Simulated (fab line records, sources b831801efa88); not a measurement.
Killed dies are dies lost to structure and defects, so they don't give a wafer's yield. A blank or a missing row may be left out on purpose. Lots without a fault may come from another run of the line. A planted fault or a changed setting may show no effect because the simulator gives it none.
A struck lot beside a sound one | flow sky130 | 35 steps out of a route of 708
Sound: wafers L694.1, L694.3, L694.4. Struck: wafer L701.1. (L701.2, L701.6 of the same lot were not struck and are left out.) The cause comes at the end.
At each step with rows: each side's tool, then ch and its chambers, then its first start. Under that, the readings that differ: sound wafers | struck wafers | difference of the means | sigmas: that difference in standard deviations of wafers without a fault.
alike: readings whose means differ by less than 2 such deviations, and words and numbers that are the same on both sides. not compared: withheld readings, readings that some wafer has no value for, bounds like >300 that may hide the same value, and numbers for which the record gives no deviation and whose values overlap.
The two part at a step that has a row with sigmas, a row that says differs or no value, or rows on one side only. Numbers that don't overlap but have no deviation are shown without sigmas and don't part them. A reading that every wafer of one side lacks parts them only if that side has two wafers or more.

first, 10 steps without rows for these wafers: SKY_CONTACT_HMDS_07 (prime time 60 s); SKY_CONTACT_COAT_08 (resist thk 60 nm); SKY_CONTACT_COAT_09 (resist thk 450 nm); SKY_CONTACT_SOFTBAKE_10 (time 90 s); SKY_CONTACT_EXPOSE_11 (exposes mask CTM1, target cd 170 nm); SKY_CONTACT_PEB_12; SKY_CONTACT_DEVELOP_13 (develop time 60 s); SKY_CONTACT_ETCH_16 (etches BARC in N2/H2, stops on SiO2, time 45.9 s, target depth 60 nm); SKY_CONTACT_ETCH_17 (etches SiO2 in C4F8/O2/Ar, stops on Si3N4, target depth 340 nm); SKY_CONTACT_ETCH_18 (etches Si3N4 in CHF3/O2, stops on TiN, time 39 s, target depth 75 nm).
SKY_CONTACT_STRIP_19: strips in O2/N2.
  sound on plasma_asher-04 ch 0,1, day 34 03:14; struck on plasma_asher-04 ch 0, day 36 05:09
  alike: drypump_motor_current_A, oes_product_au, strip_time_to_endpoint_s
  not compared: rf_hours_counter_h
then, 23 steps without rows for these wafers: SKY_CONTACT_STRIP_20 (strips in post etch residue remover, time 1200 s); SKY_CONTACT_CLEAN_21 (cleans in IPA, time 180 s); SKY_CONTACT_CLEAN_22 (cleans in O3/DIW); SKY_CONTACT_SPUTTER_23 (material TiN, target thk 20 nm, time 80 s); SKY_CONTACT_CVD_24 (deposits W, target thk 340 nm, time 102.12 s); SKY_CONTACT_CMP_27 (polishes, stops on SiO2, t overpolish 15 s, target thk 0 nm); SKY_METAL1_SPUTTER_00 (material Ti, target thk 15 nm, time 10 s); SKY_METAL1_SPUTTER_01 (material TiN, target thk 20 nm, time 16.7 s); SKY_METAL1_SPUTTER_02 (material AlCu, target thk 250 nm, time 13.3 s); SKY_METAL1_SPUTTER_03 (material Ti, target thk 5 nm, time 3.3 s); SKY_METAL1_SPUTTER_04 (material TiN, target thk 70 nm, time 58.3 s); SKY_METAL1_DEHYDRATE_07 (time 60 s); SKY_METAL1_HMDS_08 (prime time 60 s); SKY_METAL1_COAT_09 (resist thk 60 nm); SKY_METAL1_COAT_10 (resist thk 450 nm); SKY_METAL1_SOFTBAKE_11 (time 90 s); SKY_METAL1_EXPOSE_12 (exposes mask MM1, target cd 140 nm); SKY_METAL1_PEB_13; SKY_METAL1_DEVELOP_14 (develop time 60 s); SKY_METAL1_DESCUM_17 (chemistry O2, time 8 s); SKY_METAL1_ETCH_18 (etches BARC in N2/H2, stops on SiO2, time 45.9 s, target depth 60 nm); SKY_METAL1_METAL_ETCH_19 (etches the open film in Cl2/BCl3, stops on SiO2, target depth 360 nm, time 78 s); SKY_METAL1_STRIP_20 (strips in O2/N2).
-- the record jumps here: 13 days lie between the struck wafers' starts before and after (it left off in module METAL1 and takes up again in module PAD_OPEN, whose first step shown is number 708 of the route) --
SKY_PAD_OPEN_PROBE_99:
  sound on prober-01, day 47 17:04; struck on prober-01, day 49 06:18
  reading            | sound    | struck | difference | sigmas
  killed_at_contacts | 27 24 28 | 89     | +63        | +10
  killed_dies        | 82 85 83 | 137    | +54        | +6
  alike: killed_at_M0_to_M3, killed_at_M4_up, killed_at_front_end, killed_at_other, killed_open, killed_short

WHERE THEY PART
Only at SKY_PAD_OPEN_PROBE_99, within this record.

WHY: what the simulator had put in
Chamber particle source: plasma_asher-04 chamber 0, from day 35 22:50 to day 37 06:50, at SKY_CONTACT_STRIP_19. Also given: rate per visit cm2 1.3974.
